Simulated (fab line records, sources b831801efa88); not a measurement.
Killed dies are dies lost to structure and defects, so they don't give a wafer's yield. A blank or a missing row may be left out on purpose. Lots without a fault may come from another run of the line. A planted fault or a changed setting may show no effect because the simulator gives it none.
Which tool did it? | flow gf180mcu | 12 lots, 36 wafers sampled, at 4 steps of a route of 602

WHAT THE GAUGES READ, wafer by wafer
GF_PSD_CD_MEAS_07: target cd 400 nm. Usual: cd_nm 400.3 nm, standard deviation 2.4.
lot  | measured     | on        | cd_nm (nm)        | flag
L745 | day 14 21:35 | cd_sem-01 | 402.2 400.2 400.1 |
L750 | day 16 17:40 | cd_sem-01 | 400.9 402.5 401.2 |
L753 | day 17 14:58 | cd_sem-01 | 402.5 401.8 402.1 |
L755 | day 18 05:11 | cd_sem-01 | 402.5 403.5 400.7 |
L756 | day 18 21:39 | cd_sem-02 | 396.2 395.1 396.7 |
L758 | day 19 16:23 | cd_sem-02 | 402.9 403.0 403.1 |
L759 | day 19 19:17 | cd_sem-02 | 397.7 399.0 397.2 |
L761 | day 20 08:30 | cd_sem-01 | 396.9 397.7 400.0 |
L763 | day 20 20:32 | cd_sem-01 | 397.9 396.8 398.4 |
L764 | day 21 05:39 | cd_sem-02 | 400.7 400.7 402.0 |
L765 | day 21 17:39 | cd_sem-02 | 400.6 398.5 397.8 |
L766 | day 22 08:40 | cd_sem-01 | 399.6 399.3 401.8 |

GF_CONTACT_THK_MEAS_01. Usual: CONTACT_CVD_00_THK 300.5 nm, standard deviation 2.8.
lot  | measured     | on            | CONTACT_CVD_00_THK (nm)             | flag
L745 | day 15 21:20 | film_metro-04 | 297.2 296.4 301.4                   |
L750 | day 17 18:49 | film_metro-03 | 298.1 302.6 297.3                   |
L753 | day 18 15:51 | film_metro-03 | 360.1 361.0 362.7 359.8 361.4 362.8 | OFF
L755 | day 19 06:02 | film_metro-03 | 356.1 361.4 363.5 356.0 361.5 363.2 | OFF
L756 | day 19 23:46 | film_metro-03 | 300.2 300.0 302.4                   |
L758 | day 20 18:13 | film_metro-03 | 298.0 302.4 302.9                   |
L759 | day 20 21:02 | film_metro-02 | 306.5 305.2 301.5                   |
L761 | day 21 09:52 | film_metro-03 | 298.0 297.1 299.5                   |
L763 | day 21 21:35 | film_metro-03 | 304.1 296.3 302.8                   |
L764 | day 22 06:51 | film_metro-03 | 297.0 300.8 304.3                   |
L765 | day 22 18:47 | film_metro-03 | 301.0 302.5 299.6                   |
L766 | day 23 09:36 | film_metro-04 | 297.6 299.0 301.1                   |

WHICH TOOL RAN EACH LOT (tool, then ch and the chambers of the sampled wafers, then the start)
lot  | GF_SALICIDE_SPUTTER_02       | GF_CONTACT_CVD_00
L745 | pvd_sputter-02, day 15 20:45 | hdpcvd-01 ch 0,1, day 15 21:17
L750 | pvd_sputter-01, day 17 18:09 | hdpcvd-01 ch 1,2, day 17 18:46
L753 | pvd_sputter-01, day 18 15:16 | hdpcvd-02 ch 0,1,2, day 18 15:48
L755 | pvd_sputter-04, day 19 05:27 | hdpcvd-02 ch 0,1,2, day 19 05:58
L756 | pvd_sputter-02, day 19 23:12 | hdpcvd-01 ch 0,1,2, day 19 23:43
L758 | pvd_sputter-02, day 20 17:37 | hdpcvd-01 ch 0,1,2, day 20 18:09
L759 | pvd_sputter-04, day 20 20:27 | hdpcvd-01 ch 0,1,2, day 20 20:59
L761 | pvd_sputter-01, day 21 09:18 | hdpcvd-01 ch 0,2, day 21 09:50
L763 | pvd_sputter-02, day 21 20:58 | hdpcvd-02 ch 0,1, day 21 21:30
L764 | pvd_sputter-04, day 22 06:17 | hdpcvd-02 ch 0,1,2, day 22 06:49
L765 | pvd_sputter-04, day 22 18:12 | hdpcvd-01 ch 1,2, day 22 18:44
L766 | pvd_sputter-02, day 23 09:01 | hdpcvd-02 ch 0,1, day 23 09:33
- GF_SALICIDE_SPUTTER_02: material Co, target thk 10 nm, time 20 s.
- GF_CONTACT_CVD_00: deposits SiO2, target thk 300 nm, time 50 s.

WHAT THE TOOLS THEMSELVES READ (means of the sampled wafers that have a number; where no wafer has one, the mark that the record gives instead)
GF_SALICIDE_SPUTTER_02. Usual: throttle_valve_pct 30.0 %, standard deviation 0.92.
lot  | tool           | throttle_valve_pct (%) | flag
L745 | pvd_sputter-02 | 30.0                   |
L750 | pvd_sputter-01 | 30.4                   |
L753 | pvd_sputter-01 | 30.5                   |
L755 | pvd_sputter-04 | 29.8                   |
L756 | pvd_sputter-02 | 29.6                   |
L758 | pvd_sputter-02 | 29.2                   |
L759 | pvd_sputter-04 | 30.0                   |
L761 | pvd_sputter-01 | 30.6                   |
L763 | pvd_sputter-02 | 28.9                   |
L764 | pvd_sputter-04 | 30.5                   |
L765 | pvd_sputter-04 | 30.2                   |
L766 | pvd_sputter-02 | 29.4                   |

GF_CONTACT_CVD_00. Usual: pressure_mtorr 5.999 mTorr, standard deviation 0.015; sih4_flow_sccm 59.97 sccm, standard deviation 0.15.
lot  | tool      | pressure_mtorr (mTorr) | sih4_flow_sccm (sccm) | flag
L745 | hdpcvd-01 | 6.003                  | 59.89                 |
L750 | hdpcvd-01 | 5.994                  | 59.91                 |
L753 | hdpcvd-02 | 5.989                  | 71.96                 | OFF
L755 | hdpcvd-02 | 6.005                  | 71.98                 | OFF
L756 | hdpcvd-01 | 6.005                  | 60.13                 |
L758 | hdpcvd-01 | 6.008                  | 59.99                 |
L759 | hdpcvd-01 | 6.001                  | 59.88                 |
L761 | hdpcvd-01 | 6.003                  | 59.82                 |
L763 | hdpcvd-02 | 5.992                  | 59.81                 |
L764 | hdpcvd-02 | 5.999                  | 59.91                 |
L765 | hdpcvd-01 | 5.998                  | 59.95                 |
L766 | hdpcvd-02 | 6.010                  | 60.12                 |

THE ANSWER, worked out from the rows above alone
Rule: a lot is off if the mean of its wafers that have a number lies more than 3 standard deviations from the usual mean. A lot without any number at a reading at which 4 lots or more have one is off too. The other lots that the step has rows for count as sound. The gauges are gone through in route order, then the tools' own readings, and for those a lot's mean is taken as printed above. The first step at which some lot is off is used, and at that step the reading that is off furthest; a lot without a number counts as furthest.
Off: L753, L755, at GF_CONTACT_THK_MEAS_01 (CONTACT_CVD_00_THK).
A tool fits if, at a process step before that reading, it ran every lot that is off, and no sound lot after the first of them. The gauges at GF_CONTACT_THK_MEAS_01 aren't tried: what is off there is off at GF_CONTACT_CVD_00 too, on other tools, and a gauge's error can't cause that. None of those tried fits.

WHAT THE SIMULATOR HAD PUT IN
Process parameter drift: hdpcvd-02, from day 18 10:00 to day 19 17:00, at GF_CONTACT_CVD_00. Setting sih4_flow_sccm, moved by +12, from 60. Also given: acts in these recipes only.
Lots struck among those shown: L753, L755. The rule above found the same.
